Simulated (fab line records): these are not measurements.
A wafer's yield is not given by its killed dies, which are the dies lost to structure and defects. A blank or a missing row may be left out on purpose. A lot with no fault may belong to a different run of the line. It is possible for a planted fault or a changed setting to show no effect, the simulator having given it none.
fab line records	flow sky130
record: lots: 6	wafers: 18	lastDay: 49
route steps=708 shown FIELD_ISO@13 PAD_OPEN@708
lots untouched by any fault: they come from a run of this same line in which no faults occurred
startH: hours from the record's opening day to when the first of the lot's shown wafers began	waitH: hours elapsed since this lot's preceding step	" identical to the entry in the row above	L1.1+2: a row that stands for several wafers	- no value present, or no start provided	* or withheld: withheld	< > ~ a bound
route shown NAME@n: names a module that has steps shown in the file, with the first one's number in the route	usual: mean/standard deviation taken from wafers without a fault	same: alike in all rows	chamber/n: place in a boat	sites: readings site by site	_std_site: their standard deviation	_edge_site: mean of outer sites minus mean of inner sites	radiusMm: how far each site lies from the wafer's centre	mask NAME#n: copy n	behind: the most recent tool/chamber to have shaped the wafer	hold: the reason the lot was held/the length of the hold in hours/how it ended	device: whichever transistor did not switch (one of n, p or np)	end of line: tests of these same wafers at the route's end	for a step that has no rows: nothing shown but its recipe	killed: count of dies lost to structure and defects at first sort (not the wafer's yield)	map: the dies of a wafer, with x for killed, . for not killed, _ for no die there
set.NAME: the setting that was run; set.NAME@STEP: the one run at that earlier step	model.NAME: the simulator's own value behind a step, which no gauge read
lots seen at some steps along the route; tables by step, rows by wafer
services: from which hour (startH, from the record's first day; less than 0 if before it) a tool's chamber was out of use, for how many hours, and why
== steps ==
step: SKY_FIELD_ISO_DEVELOP_12
recipe: developTimeS: 60	resist: KrF-thick	devTempC: 21
step: SKY_FIELD_ISO_CD_MEAS_13
recipe: targetCdNm: 150
usual: cdNm: 150.5/1.7
lot.wafer	tool	chamber	startH	waitH	cdNm
L531.2	cdSem-01	-	54.65	-	150.9
L531.3	"	-	"	"	150.0
L531.5	"	-	"	"	151.0
L536.2	cdSem-01	-	80.55	-	151.1
L536.5	"	-	"	"	152.3
L536.6	"	-	"	"	151.9
L538.1	cdSem-02	-	91.84	-	151.6
L538.2	"	-	"	"	152.8
L538.5	"	-	"	"	150.7
L539.1	cdSem-02	-	98.38	-	147.0
L539.4	"	-	"	"	148.0
L539.6	"	-	"	"	147.8
L545.1	cdSem-01	-	127.59	-	149.8
L545.4	"	-	"	"	148.7
L545.6	"	-	"	"	150.4
L546.1	cdSem-01	-	132.86	-	149.3
L546.2	"	-	"	"	151.6
L546.4	"	-	"	"	150.6
step: SKY_FIELD_ISO_ETCH_14
recipe: chemistry: N2/H2	target: BARC	ionEnergyEv: 200	sourceW: 500	biasW: 100	pressureMtorr: 30	n2FlowSccm: 100	h2FlowSccm: 200	stopOn: SiO2	timeS: 45.9	targetDepthA: 600
usual: chamberPressureMTorr: 30.001/0.029	drypumpMotorCurrentA: 5.7/0.41	oesProductAu: 0.854/0.0049	rfFwdPowerW: 494.8/2	throttleValvePct: 13.225/0.0089
same: timeS: 45.9
lot.wafer	tool	chamber	startH	waitH	chamberPressureMTorr	drypumpMotorCurrentA	oesProductAu	rfFwdPowerW	rfHoursCounterH	throttleValvePct
L531.2	rieDiel-03	1	54.75	0.1	30.024	5.6	0.849	495.9	49	13.225
L531.3	"	0	"	"	30.000	6.2	0.855	499.2	28	13.221
L531.5	"	0	"	"	30.029	6.2	0.859	497.7	-	13.223
L536.2	rieDiel-03	1	80.65	0.1	30.013	5.6	0.851	494.9	50	13.220
L536.5	"	3	"	"	30.005	5.4	0.851	491.9	-	13.231
L536.6	"	2	"	"	30.010	6.0	0.858	495.3	-	13.209
L538.1	rieDiel-04	0	91.96	0.1	29.936	6.0	0.857	491.6	10	13.226
L538.2	"	3	"	"	30.012	5.3	0.852	494.4	103	13.214
L538.5	"	0	"	"	30.002	6.0	0.857	491.7	-	13.221
L539.1	rieDiel-03	1	98.50	0.1	30.029	5.6	0.852	493.3	50	13.234
L539.4	"	1	"	"	30.009	5.6	0.846	495.1	-	13.223
L539.6	"	2	"	"	30.039	6.0	0.854	496.8	-	13.235
L545.1	rieDiel-02	2	127.71	0.1	30.041	6.4	0.851	495.7	25	13.221
L545.4	"	1	"	"	29.993	5.5	0.851	493.9	128	13.223
L545.6	"	2	"	"	30.001	6.4	0.856	495.6	-	13.230
L546.1	rieDiel-03	3	132.98	0.1	30.000	5.4	0.855	494.2	67	13.226
L546.2	"	0	"	"	29.963	6.2	0.854	498.1	30	13.220
L546.4	"	2	"	"	29.997	6.0	0.853	496.7	39	13.210
step: SKY_FIELD_ISO_ETCH_15
recipe: chemistry: CHF3/O2	targetDepthNm: 180	stopOn: Si	sourceW: 600	biasW: 200	pressureMtorr: 40	chf3FlowSccm: 50	O2_flow_sccm: 5	timeS: 72
usual: chamberPressureMTorr: 40.00/0.047	drypumpMotorCurrentA: 5.7/0.41	oesProductAu: 0.945/0.0066	rfFwdPowerW: 595.5/2.4	throttleValvePct: 8.844/0.0092
same: timeS: 72
lot.wafer	tool	chamber	startH	waitH	chamberPressureMTorr	drypumpMotorCurrentA	oesProductAu	rfFwdPowerW	rfHoursCounterH	throttleValvePct
L531.2	rieDiel-03	1	54.79	0.0	40.07	5.6	0.938	593.3	49	8.830
L531.3	"	0	"	"	40.03	6.2	0.941	596.8	28	8.841
L531.5	"	0	"	"	40.02	6.2	0.939	597.7	-	8.839
L536.2	rieDiel-03	1	80.69	0.0	40.05	5.6	0.938	594.7	50	8.848
L536.5	"	3	"	"	40.01	5.4	0.941	596.1	-	8.843
L536.6	"	2	"	"	39.99	6.0	0.934	596.3	-	8.839
L538.1	rieDiel-04	0	92.00	0.0	40.04	5.9	0.952	594.7	10	8.844
L538.2	"	3	"	"	40.01	5.3	0.959	594.5	103	8.846
L538.5	"	0	"	"	40.00	6.0	0.947	595.3	-	8.842
L539.1	rieDiel-03	1	98.54	0.0	40.02	5.6	0.936	595.6	50	8.844
L539.4	"	1	"	"	40.02	5.6	0.946	596.8	-	8.838
L539.6	"	2	"	"	39.99	5.9	0.946	597.3	-	8.839
L545.1	rieDiel-02	2	127.75	0.0	39.98	6.4	0.936	597.1	25	8.839
L545.4	"	1	"	"	40.08	5.5	0.955	594.9	128	8.836
L545.6	"	2	"	"	39.99	6.4	0.933	591.2	-	8.855
L546.1	rieDiel-03	3	133.02	0.0	39.98	5.4	0.954	593.8	67	8.859
L546.2	"	0	"	"	39.91	6.2	0.947	596.7	30	8.827
L546.4	"	2	"	"	39.95	5.9	0.944	599.2	39	8.828
step: SKY_FIELD_ISO_STRIP_16
recipe: chemistry: O2/N2	powerW: 1400	pressureMtorr: 1500	platenTempC: withheld	o2FlowSccm: 3000	n2FlowSccm: 300	overashFraction: 0.5
usual: chamberPressureMTorr: 1500.1/1.3	drypumpMotorCurrentA: 5.6/0.74	oesProductAu: 0.378/0.0047	stripTimeToEndpointS: 3.54/0.034
same: overashFraction: 0.5
lot.wafer	tool	chamber	startH	waitH	chamberPressureMTorr	drypumpMotorCurrentA	oesProductAu	rfHoursCounterH	stripTimeToEndpointS
L531.2	plasmaAsher-04	0	54.85	0.0	1498.9	6.4	0.373	36	3.53
L531.3	"	1	"	"	1501.0	4.8	0.378	-	3.54
L531.5	"	1	"	"	1500.0	4.8	0.380	-	3.56
L536.2	plasmaAsher-01	1	80.75	0.0	1500.2	6.6	0.377	40	3.54
L536.5	"	1	"	"	1498.5	6.6	0.380	-	3.53
L536.6	"	0	"	"	1501.6	5.9	0.378	-	3.52
L538.1	plasmaAsher-04	0	92.06	0.0	1500.3	6.4	0.379	39	3.54
L538.2	"	1	"	"	1499.8	4.7	0.377	39	3.57
L538.5	"	1	"	"	1501.9	4.7	0.368	-	3.54
L539.1	plasmaAsher-02	0	98.60	0.0	1500.6	4.8	0.374	28	3.54
L539.4	"	0	"	"	1499.1	4.8	0.365	-	3.50
L539.6	"	1	"	"	1500.6	5.0	0.385	-	3.54
L545.1	plasmaAsher-02	0	127.81	0.0	1500.0	4.8	0.379	32	3.60
L545.4	"	0	"	"	1499.9	4.8	0.373	-	3.58
L545.6	"	0	"	"	1498.5	4.8	0.377	-	3.58
L546.1	plasmaAsher-04	1	133.08	0.0	1500.7	4.7	0.386	1	3.52
L546.2	"	0	"	"	1499.1	6.4	0.381	1	3.58
L546.4	"	1	"	"	1500.9	4.7	0.380	-	3.56
step: SKY_FIELD_ISO_ETCH_17
recipe: targetDepthA: 3420	maskMaterial: Si3N4	chemistry: HBr/Cl2/O2	target: Si	taperDeg: 5	icpW: 600	biasW: 150	pressureMtorr: 15	HBr_flow_sccm: 150	Cl2_flow_sccm: 40	O2_flow_sccm: 6	timeS: 97.7
usual: chamberPressureMTorr: 14.999/0.018	drypumpMotorCurrentA: 5.7/0.47	oesProductAu: 1.000/0.0094	rfFwdPowerW: 596.7/2.1	throttleValvePct: 25.657/0.011
same: timeS: 97.7
lot.wafer	tool	chamber	startH	waitH	chamberPressureMTorr	drypumpMotorCurrentA	oesProductAu	rfFwdPowerW	rfHoursCounterH	throttleValvePct
L531.2	rieSi-01	3	54.95	0.1	15.033	5.4	0.980	597.9	153	25.658
L531.3	"	0	"	"	15.013	6.3	1.000	594.9	20	25.663
L531.5	"	1	"	"	15.006	6.7	0.994	598.7	-	25.652
L536.2	rieSi-02	1	80.85	0.1	15.004	5.6	0.995	599.1	31	25.649
L536.5	"	2	"	"	15.015	6.0	1.006	596.1	-	25.626
L536.6	"	3	"	"	15.008	5.2	0.993	595.8	-	25.652
L538.1	rieSi-01	3	92.16	0.1	15.009	5.4	1.015	599.1	0	25.650
L538.2	"	2	"	"	15.027	5.1	1.010	597.3	40	25.663
L538.5	"	2	"	"	15.001	5.1	1.008	596.5	-	25.652
L539.1	rieSi-02	3	98.70	0.1	14.977	5.3	0.992	596.7	9	25.686
L539.4	"	1	"	"	15.007	5.5	1.001	597.9	32	25.652
L539.6	"	1	"	"	14.997	5.5	1.003	596.8	-	25.638
L545.1	rieSi-02	0	127.91	0.1	14.999	5.7	0.999	597.6	122	25.658
L545.4	"	3	"	"	14.996	5.3	0.993	600.5	9	25.662
L545.6	"	0	"	"	14.990	5.7	0.997	595.7	-	25.651
L546.1	rieSi-02	3	133.18	0.1	15.012	5.3	0.989	596.5	10	25.665
L546.2	"	2	"	"	15.019	6.0	1.015	590.2	50	25.659
L546.4	"	0	"	"	15.011	5.7	0.992	597.6	122	25.669
step: SKY_FIELD_ISO_WET_ETCH_18
recipe: chemistry: H3PO4	targetDepthNm: 25	tempC: 160	target: Si3N4	timeS: 286
step: SKY_FIELD_ISO_CLEAN_19
recipe: chemistry: SC1/SC2	mix: 1:4:20	tempC: 70	timeS: 150
step: SKY_FIELD_ISO_CLEAN_20
recipe: chemistry: dHF	timeS: 20	dilution: 100:1
step: SKY_FIELD_ISO_WET_ETCH_21
recipe: chemistry: dHF	dilution: 100:1	targetDepthNm: 20	dry: ipaMarangoni	target: SiO2	tempC: 25	timeS: 400
step: SKY_FIELD_ISO_OXIDATION_22
recipe: tempC: 950	ambient: O2	stabiliseS: 600	purgeS: 300	targetThkA: 100	oxTimeS: 623
step: SKY_FIELD_ISO_THK_MEAS_23
recipe: reads: SiO2_of_FIELD_ISO_OXIDATION_22
usual: FIELD_ISO_OXIDATION_01_THK: 10.04/0.22
lot.wafer	tool	chamber	startH	waitH	FIELD_ISO_OXIDATION_01_THK[nm]
L531.2	filmMetro-02	-	57.95	0.0	9.64
L531.3	"	-	"	"	9.86
L531.5	"	-	"	"	9.70
L536.2	filmMetro-03	-	83.11	0.0	9.81
L536.5	"	-	"	"	9.63
L536.6	"	-	"	"	9.75
L538.1	filmMetro-01	-	95.29	0.0	10.09
L538.2	"	-	"	"	10.02
L538.5	"	-	"	"	10.11
L539.1	filmMetro-01	-	100.25	0.0	10.29
L539.4	"	-	"	"	10.18
L539.6	"	-	"	"	10.34
L545.1	filmMetro-03	-	129.50	0.0	10.25
L545.4	"	-	"	"	10.24
L545.6	"	-	"	"	10.26
L546.1	filmMetro-01	-	135.62	0.0	10.26
L546.2	"	-	"	"	10.10
L546.4	"	-	"	"	10.19
step: SKY_FIELD_ISO_CVD_24
recipe: material: SiO2	targetThkNm: 595	tempC: 650	sigmaOpenFrac: 0.3	timeS: 99.2	sih4FlowSccm: 60	pressureMtorr: 6
usual: pressureMtorr: 6.000/0.011
same: timeS: 99.2
lot.wafer	tool	chamber	startH	waitH	pressureMtorr
L531.2	hdpcvd-01	0	58.00	0.0	6.011
L531.3	"	1	"	"	5.995
L531.5	"	0	"	"	6.001
L536.2	hdpcvd-01	1	83.16	0.0	4.802
L536.5	"	0	"	"	5.992
L536.6	"	1	"	"	4.795
L538.1	hdpcvd-02	2	95.35	0.1	6.004
L538.2	"	0	"	"	6.016
L538.5	"	1	"	"	6.009
L539.1	hdpcvd-01	2	100.31	0.1	6.025
L539.4	"	1	"	"	4.790
L539.6	"	0	"	"	5.997
L545.1	hdpcvd-02	1	129.56	0.1	6.004
L545.4	"	0	"	"	6.011
L545.6	"	1	"	"	6.002
L546.1	hdpcvd-02	1	135.68	0.1	5.984
L546.2	"	0	"	"	6.013
L546.4	"	2	"	"	5.997
step: SKY_FIELD_ISO_THK_MEAS_25
recipe: reads: SiO2_of_FIELD_ISO_CVD_24
usual: FIELD_ISO_CVD_24_THK: 597/8.1
lot.wafer	tool	chamber	startH	waitH	FIELD_ISO_CVD_24_THK[nm]
L531.2	filmMetro-03	-	58.08	0.0	589
L531.3	"	-	"	"	593
L531.5	"	-	"	"	590
L536.2	filmMetro-02	-	83.24	0.0	596
L536.5	"	-	"	"	592
L536.6	"	-	"	"	595
L538.1	filmMetro-02	-	95.42	0.0	613
L538.2	"	-	"	"	593
L538.5	"	-	"	"	596
L539.1	filmMetro-03	-	100.38	0.0	605
L539.4	"	-	"	"	593
L539.6	"	-	"	"	589
L545.1	filmMetro-01	-	129.63	0.0	582
L545.4	"	-	"	"	595
L545.6	"	-	"	"	588
L546.1	filmMetro-03	-	135.76	0.0	592
L546.2	"	-	"	"	603
L546.4	"	-	"	"	610
step: SKY_PAD_OPEN_PROBE_99
usual: killed_at_M0_to_M3: 42/7	killed_at_M4_up: 2.8/1.8	killedAtContacts: 24/5.8	killedAtFrontEnd: 15/4.8	killedAtOther: 0.3/0.56	killedDies: 84/11	killedOpen: 46/7.8	killedShort: 38/6.3
same: grossDies: 492	killedAtBackSide: 0
lot.wafer	tool	chamber	startH	waitH	killed_at_M0_to_M3	killed_at_M4_up	killedAtContacts	killedAtFrontEnd	killedAtOther	killedDies	killedOpen	killedShort
L536.2	prober-01	-	1140.06	0.1	46	4	29	16	0	95	53	42
L536.5	prober-01	-	1140.21	0.2	41	1	20	17	1	80	36	44
L536.6	prober-01	-	1140.26	0.2	36	1	22	17	0	76	45	31
L538.1	prober-01	-	1148.56	0.1	39	2	18	16	0	75	42	33
L538.2	prober-01	-	1148.61	0.1	50	5	28	15	0	98	59	39
L538.5	prober-01	-	1148.76	0.2	38	3	40	20	1	102	53	48
L539.1	prober-02	-	1151.26	0.1	37	1	15	20	1	74	36	36
L539.4	prober-02	-	1151.41	0.2	34	2	18	16	0	70	34	35
L539.6	prober-02	-	1151.51	0.2	42	6	32	17	1	98	51	47
L545.1	prober-02	-	1182.35	0.1	33	1	24	16	1	75	50	25
L545.4	prober-02	-	1182.50	0.2	44	0	22	18	0	84	49	35
L545.6	prober-02	-	1182.60	0.2	40	4	24	24	1	93	44	49
killed by level:class
L536.2 VIA1:geometricParticle:open=10 VIA3:geometricParticle:open=9 CONTACT:geometricParticle:short=7 CONTACT:geometricParticle:open=6 LI_CONTACT:geometricParticle:open=6 VIA2:geometricParticle:open=5 FIELD_ISO:geometricParticle:short=4 METAL1:geometricParticle:short=4
L536.5 METAL1:geometricParticle:short=8 VIA1:geometricParticle:open=8 FIELD_ISO:geometricParticle:open=5 METAL2:geometricParticle:short=5 METAL3:geometricParticle:short=5 POLY_GATE:geometricParticle:open=4 LI_CONTACT:geometricParticle:short=4 LI_CONTACT:geometricParticle:open=4
L536.6 CONTACT:geometricParticle:open=9 VIA1:geometricParticle:open=8 POLY_GATE:geometricParticle:open=6 METAL2:geometricParticle:short=6 LI_CONTACT:geometricParticle:open=5 VIA3:geometricParticle:open=5 POLY_GATE:geometricParticle:short=4 VIA1:geometricParticle:short=4
L538.1 VIA2:geometricParticle:open=11 VIA3:geometricParticle:open=7 VIA1:geometricParticle:open=7 LI_CONTACT:geometricParticle:open=6 CONTACT:geometricParticle:short=6 FIELD_ISO:geometricParticle:short=5 CONTACT:geometricParticle:open=5 POLY_GATE:geometricParticle:short=4
L538.2 VIA1:geometricParticle:open=11 CONTACT:geometricParticle:open=10 VIA2:geometricParticle:open=9 METAL1:geometricParticle:short=8 VIA3:geometricParticle:open=8 CONTACT:geometricParticle:short=7 LI_CONTACT:geometricParticle:open=6 POLY_GATE:geometricParticle:open=5
L538.5 CONTACT:geometricParticle:open=18 VIA3:geometricParticle:open=8 VIA1:geometricParticle:open=7 CONTACT:geometricParticle:short=7 POLY_GATE:geometricParticle:short=6 LI_CONTACT:geometricParticle:open=6 FIELD_ISO:geometricParticle:short=5 FIELD_ISO:geometricParticle:open=4
L539.1 VIA1:geometricParticle:open=10 LI_CONTACT:geometricParticle:short=6 POLY_GATE:geometricParticle:short=5 VIA3:geometricParticle:open=5 VIA2:geometricParticle:open=5 FIELD_ISO:geometricParticle:short=4 POLY_GATE:geometricParticle:open=4 VIA1:geometricParticle:short=4
L539.4 VIA1:geometricParticle:open=9 FIELD_ISO:geometricParticle:short=7 LI_CONTACT:geometricParticle:open=6 VIA1:geometricParticle:short=6 METAL2:geometricParticle:short=5 CONTACT:geometricParticle:open=4 CONTACT:geometricParticle:short=4 VIA3:geometricParticle:short=4
L539.6 VIA1:geometricParticle:open=17 CONTACT:geometricParticle:open=10 LI_CONTACT:geometricParticle:open=7 CONTACT:geometricParticle:short=7 METAL2:geometricParticle:short=7 POLY_GATE:geometricParticle:short=5 LOCAL_INTERCONNECT:geometricParticle:short=5 FIELD_ISO:geometricParticle:short=4
L545.1 CONTACT:geometricParticle:open=10 VIA1:geometricParticle:open=8 LI_CONTACT:geometricParticle:open=7 FIELD_ISO:geometricParticle:open=5 METAL2:geometricParticle:short=5 VIA2:geometricParticle:open=5 POLY_GATE:geometricParticle:short=4 LI_CONTACT:geometricParticle:short=3
L545.4 VIA1:geometricParticle:open=11 VIA3:geometricParticle:open=10 LI_CONTACT:geometricParticle:open=8 CONTACT:geometricParticle:open=6 METAL2:geometricParticle:short=5 FIELD_ISO:geometricParticle:open=4 VIA1:geometricParticle:short=4 POLY_GATE:geometricParticle:open=4
L545.6 CONTACT:geometricParticle:open=9 CONTACT:geometricParticle:short=7 VIA2:geometricParticle:open=7 VIA3:geometricParticle:short=7 FIELD_ISO:geometricParticle:short=6 FIELD_ISO:geometricParticle:open=6 LI_CONTACT:geometricParticle:open=5 VIA1:geometricParticle:short=5
== services ==
tool	chamber	startH	hours	kind
hdpcvd-02	2	30.81	31.3	repair
rieDiel-03	3	32.36	11.0	repair
rieDiel-02	1	48.80	5.5	repair
rieSi-02	2	49.90	15.0	repair
plasmaAsher-01	-	50.22	2.8	pm
rieDiel-04	-	56.63	0.4	repair
rieDiel-04	1	59.89	9.5	repair
rieDiel-03	-	64.39	2.8	repair
hdpcvd-02	-	66.75	15.0	pm
hdpcvd-02	0	66.75	15.0	ventCycle
hdpcvd-02	1	66.75	15.0	ventCycle
hdpcvd-02	2	66.75	15.0	ventCycle
plasmaAsher-04	-	67.77	8.5	repair
rieDiel-02	-	81.60	0.5	repair
hdpcvd-02	0	81.75	-	clean
hdpcvd-02	1	81.75	-	clean
rieDiel-03	0	98.09	10.0	repair
rieDiel-03	-	99.89	1.2	repair
plasmaAsher-04	-	108.75	9.0	pm
rieSi-01	1	119.05	13.7	repair
plasmaAsher-04	-	119.74	5.1	repair
rieSi-02	-	121.29	0.7	repair
rieDiel-02	2	123.25	2.8	repair
rieDiel-04	0	129.65	4.3	repair
== key ==
firstSign: step: SKY_FIELD_ISO_CVD_24	reading: pressureMtorr	direction: down	sigmas: 99+	usual: 6.000	struck: 4.796
effect none on later readings
metAt SKY_FIELD_ISO_CVD_24
struckWafers L536.2,L536.6,L539.4
testerLeftOut L536,L539
onsetBetween 58.00 83.16
fault: kind: processParameterDrift	tool: hdpcvd-01	chamber: 1	onsetH: 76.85	steps: SKY_FIELD_ISO_CVD_24	channel: pressureMtorr	offset: -1.2	shape: step	endH: 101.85	actsIn: theseRecipesOnly	stated: 6
testerLeftOut: of these lots the tester's yield and bins aren't shown, on N5 and GAA mostly nor the transistor test; their killed dies are dies lost to structure and defects alone, not to doping, threshold or leakage, so they don't give the yield
